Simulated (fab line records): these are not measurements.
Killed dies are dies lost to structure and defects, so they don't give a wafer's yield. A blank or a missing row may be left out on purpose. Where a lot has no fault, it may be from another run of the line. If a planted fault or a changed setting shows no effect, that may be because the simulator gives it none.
The tool behind it: which one? | flow sky130 | 13 lots with 39 wafers sampled at 5 steps, on a route of 708 steps

## WHAT THE GAUGES SHOWED, per wafer
The record lacks any reading of a measuring or inspecting step that a usual standard deviation could be used to judge.

## EACH LOT AND THE TOOL THAT RAN IT (in order: tool; ch and the chambers of the sampled wafers; start)
lot  | SKY_FIELD_ISO_SOFTBAKE_09        | SKY_CONTACT_CVD_00              | SKY_CONTACT_CMP_27            | SKY_METAL1_SPUTTER_00        | SKY_PAD_OPEN_PROBE_99
L618 | litho_track-04 ch 0, day 1 21:00 | pecvd-03 ch 0,1, day 30 02:49   | cmp-01 ch 1,2,3, day 31 07:41 | pvd_sputter-01, day 31 07:59 | prober-02, day 45 10:10
L619 | litho_track-02 ch 0, day 2 02:00 | pecvd-02 ch 1,2, day 30 13:14   | cmp-02 ch 1,2,3, day 31 19:31 | pvd_sputter-01, day 31 19:46 | prober-01, day 45 13:59
L620 | litho_track-02 ch 0, day 2 07:00 | pecvd-01 ch 1,2, day 30 20:18   | cmp-02 ch 1,2,3, day 32 01:38 | pvd_sputter-01, day 32 01:56 | prober-02, day 46 01:10
L621 | litho_track-02 ch 0, day 2 12:00 | pecvd-02 ch 0,1,2, day 31 01:55 | cmp-02 ch 1,2, day 32 06:56   | pvd_sputter-01, day 32 07:11 | prober-01, day 46 07:34
L622 | litho_track-02 ch 0, day 2 17:00 | pecvd-03 ch 1,2, day 31 10:34   | cmp-01 ch 0,1,2, day 32 13:57 | pvd_sputter-01, day 32 14:12 | prober-02, day 46 09:25
L624 | litho_track-04 ch 0, day 3 17:00 | pecvd-03 ch 0,1,2, day 33 07:25 | cmp-01 ch 0,2,3, day 34 11:52 | pvd_sputter-01, day 34 12:10 | prober-01, day 48 01:07
L631 | litho_track-01 ch 0, day 4 15:00 | pecvd-01 ch 1,2, day 34 16:40   | cmp-02 ch 2,3, day 35 20:00   | pvd_sputter-04, day 35 20:15 | prober-01, day 48 22:41
L632 | litho_track-01 ch 0, day 4 22:00 | pecvd-03 ch 0,1, day 35 09:10   | cmp-01 ch 1,2, day 36 12:43   | pvd_sputter-04, day 36 13:01 | prober-02, day 49 10:09
L635 | litho_track-04 ch 0, day 5 11:00 | pecvd-03 ch 0,2, day 36 20:21   | cmp-02 ch 0,1, day 38 00:09   | pvd_sputter-04, day 38 00:27 | prober-01, day 50 10:43
L636 | litho_track-02 ch 0, day 5 18:00 | pecvd-01 ch 1,2, day 36 20:01   | cmp-02 ch 0,2,3, day 37 23:05 | pvd_sputter-01, day 37 23:20 | prober-02, day 50 09:20
L637 | litho_track-02 ch 0, day 5 23:00 | pecvd-01 ch 0,1, day 37 07:33   | cmp-01 ch 0,1,2, day 38 11:17 | pvd_sputter-03, day 38 11:35 | prober-01, day 50 15:23
L638 | litho_track-04 ch 0, day 6 06:00 | pecvd-02 ch 0,1, day 37 12:50   | cmp-02 ch 0,1,3, day 38 16:14 | pvd_sputter-03, day 38 16:32 | prober-01, day 50 16:25
L640 | litho_track-01 ch 0, day 6 16:00 | pecvd-01 ch 0,1,2, day 37 21:34 | cmp-02 ch 0,1,2, day 39 00:51 | pvd_sputter-04, day 39 01:09 | prober-01, day 51 03:10
- SKY_FIELD_ISO_SOFTBAKE_09: time 90 s.
- SKY_CONTACT_CVD_00: deposits Si3N4, target thk 75 nm.
- SKY_CONTACT_CMP_27: polishes, stops on SiO2, t overpolish 15 s, target thk 0 nm.
- SKY_METAL1_SPUTTER_00: material Ti, target thk 15 nm, time 10 s.
- SKY_PAD_OPEN_PROBE_99

## WHAT THE TOOLS THEMSELVES READ (means of the sampled wafers that have a number; where no wafer has one, the mark that the record gives instead)
SKY_FIELD_ISO_SOFTBAKE_09. Usual: heater_power_total_W 57.36 W, standard deviation 0.12; plate_temp_C 100.02 C, standard deviation 0.14; resist_line_temp_C 23.01 C, standard deviation 0.12.
lot  | tool           | heater_power_total_W (W) | plate_temp_C (C) | resist_line_temp_C (C) | flag
L618 | litho_track-04 | 57.37                    | 99.90            | 22.94                  |
L619 | litho_track-02 | 57.30                    | 100.11           | 22.99                  |
L620 | litho_track-02 | 57.28                    | 100.08           | 23.00                  |
L621 | litho_track-02 | 54.33                    | 96.36            | 22.98                  | OFF
L622 | litho_track-02 | 54.36                    | 96.20            | 22.76                  | OFF
L624 | litho_track-04 | 57.21                    | 99.98            | 23.08                  |
L631 | litho_track-01 | 57.34                    | 100.04           | 22.98                  |
L632 | litho_track-01 | 57.26                    | 99.79            | 23.08                  |
L635 | litho_track-04 | 57.36                    | 100.02           | 23.01                  |
L636 | litho_track-02 | 57.40                    | 100.13           | 23.05                  |
L637 | litho_track-02 | 57.41                    | 100.02           | 23.02                  |
L638 | litho_track-04 | 57.40                    | 100.06           | 22.98                  |
L640 | litho_track-01 | 57.43                    | 100.06           | 23.05                  |

SKY_CONTACT_CVD_00. Usual: heater_power_w at 711 W, with a standard deviation of 100.
lot  | tool     | heater_power_w (W) | flag
L618 | pecvd-03 | 652                |
L619 | pecvd-02 | 770                |
L620 | pecvd-01 | 703                |
L621 | pecvd-02 | 773                |
L622 | pecvd-03 | 734                |
L624 | pecvd-03 | 666                |
L631 | pecvd-01 | 662                |
L632 | pecvd-03 | 725                |
L635 | pecvd-03 | 790                |
L636 | pecvd-01 | 660                |
L637 | pecvd-01 | 669                |
L638 | pecvd-02 | 694                |
L640 | pecvd-01 | 686                |

SKY_CONTACT_CMP_27. Usual: motor_current_A 10.7 A, standard deviation 0.82; overpolish_run_s 14.999 s, standard deviation 0.0086; slurry_flow_ml_min 150.1, standard deviation 0.51; time_to_endpoint_s 81.4 s, standard deviation 3.
lot  | tool   | motor_current_A (A) | overpolish_run_s (s) | slurry_flow_ml_min | time_to_endpoint_s (s) | flag
L618 | cmp-01 | 10.5                | 15.001               | 150.3              | 84.9                   |
L619 | cmp-02 | 10.3                | 14.994               | 150.1              | 82.1                   |
L620 | cmp-02 | 10.6                | 14.996               | 150.0              | 79.4                   |
L621 | cmp-02 | 10.6                | 15.000               | 149.9              | 81.1                   |
L622 | cmp-01 | 11.4                | 14.992               | 150.3              | 79.8                   |
L624 | cmp-01 | 11.4                | 15.003               | 150.7              | 77.5                   |
L631 | cmp-02 | 10.9                | 15.005               | 149.7              | 79.9                   |
L632 | cmp-01 | 10.9                | 14.999               | 150.3              | 81.9                   |
L635 | cmp-02 | 10.8                | 15.001               | 150.4              | 82.5                   |
L636 | cmp-02 | 10.6                | 15.002               | 149.6              | 84.4                   |
L637 | cmp-01 | 11.2                | 15.006               | 150.0              | 82.3                   |
L638 | cmp-02 | 10.4                | 15.000               | 150.3              | 82.0                   |
L640 | cmp-02 | 10.5                | 14.992               | 149.5              | 81.9                   |

SKY_METAL1_SPUTTER_00. Usual: throttle_valve_pct at 29.6 %, with a standard deviation of 1.1.
lot  | tool           | throttle_valve_pct (%) | flag
L618 | pvd_sputter-01 | 30.1                   |
L619 | pvd_sputter-01 | 29.5                   |
L620 | pvd_sputter-01 | 30.0                   |
L621 | pvd_sputter-01 | 29.5                   |
L622 | pvd_sputter-01 | 30.0                   |
L624 | pvd_sputter-01 | 29.8                   |
L631 | pvd_sputter-04 | 28.0                   |
L632 | pvd_sputter-04 | 30.2                   |
L635 | pvd_sputter-04 | 29.4                   |
L636 | pvd_sputter-01 | 29.8                   |
L637 | pvd_sputter-03 | 29.2                   |
L638 | pvd_sputter-03 | 29.7                   |
L640 | pvd_sputter-04 | 28.8                   |

SKY_PAD_OPEN_PROBE_99. Usual: killed_at_M0_to_M3 44, standard deviation 7.2; killed_at_M4_up 3.0, standard deviation 1.8; killed_at_contacts 24, standard deviation 5.4; killed_at_front_end 14, standard deviation 4.4; killed_at_other 0.4, standard deviation 0.64; killed_dies 86, standard deviation 9.4; killed_on_rim 17, standard deviation 3.8; killed_open 47, standard deviation 7.7; killed_short 39, standard deviation 5.8.
lot  | tool      | killed_at_M0_to_M3 | killed_at_M4_up | killed_at_contacts | killed_at_front_end | killed_at_other | killed_dies | killed_on_rim | killed_open | killed_short | flag
L618 | prober-02 | 43                 | 2.7             | 24                 | 13                  | 0.3             | 84          | 16            | 44          | 40           |
L619 | prober-01 | 35                 | 3.3             | 20                 | 13                  | 0.3             | 73          | 16            | 39          | 33           |
L620 | prober-02 | 40                 | 3.3             | 22                 | 12                  | 0.0             | 78          | 15            | 43          | 35           |
L621 | prober-01 | 43                 | 2.0             | 27                 | 13                  | 0.0             | 85          | 18            | 46          | 38           |
L622 | prober-02 | 48                 | 1.3             | 30                 | 15                  | 0.3             | 94          | 18            | 48          | 46           |
L624 | prober-01 | 56                 | 4.0             | 24                 | 13                  | 0.0             | 97          | 16            | 55          | 42           |
L631 | prober-01 | 45                 | 4.0             | 19                 | 11                  | 0.3             | 79          | 19            | 39          | 40           |
L632 | prober-02 | 45                 | 3.0             | 22                 | 18                  | 0.0             | 88          | 18            | 48          | 40           |
L635 | prober-01 | 46                 | 1.7             | 24                 | 16                  | 0.3             | 88          | 19            | 48          | 39           |
L636 | prober-02 | 41                 | 4.7             | 29                 | 15                  | 0.3             | 90          | 13            | 48          | 42           |
L637 | prober-01 | 46                 | 4.0             | 17                 | 15                  | 0.3             | 82          | 15            | 42          | 40           |
L638 | prober-01 | 39                 | 5.3             | 21                 | 14                  | 0.3             | 81          | 14            | 42          | 38           |
L640 | prober-01 | 42                 | 3.3             | 27                 | 17                  | 0.7             | 90          | 18            | 46          | 44           |

## THE ANSWER, worked out from the rows above alone
Rule: a lot counts as off when the mean over its wafers that have a number is more than 3 standard deviations away from the usual mean. Also off: a lot with no number at a reading for which 4 or more lots have one. Where the step has rows for the other lots, those lots are counted as sound. After the gauges, taken in route order, come the tools' own readings; for these a lot's mean is taken, as printed above. The first step at which some lot is off is used, and at that step the reading that is off furthest; a lot without a number counts as furthest.
Off, at SKY_FIELD_ISO_SOFTBAKE_09 on plate_temp_C: L621, L622.
If a tool, at that step or one of the process steps before it, ran each lot that is off and ran no sound lot following the first of them, it fits. Of those tried, none fits.

## WHAT WAS PUT IN BY THE SIMULATOR
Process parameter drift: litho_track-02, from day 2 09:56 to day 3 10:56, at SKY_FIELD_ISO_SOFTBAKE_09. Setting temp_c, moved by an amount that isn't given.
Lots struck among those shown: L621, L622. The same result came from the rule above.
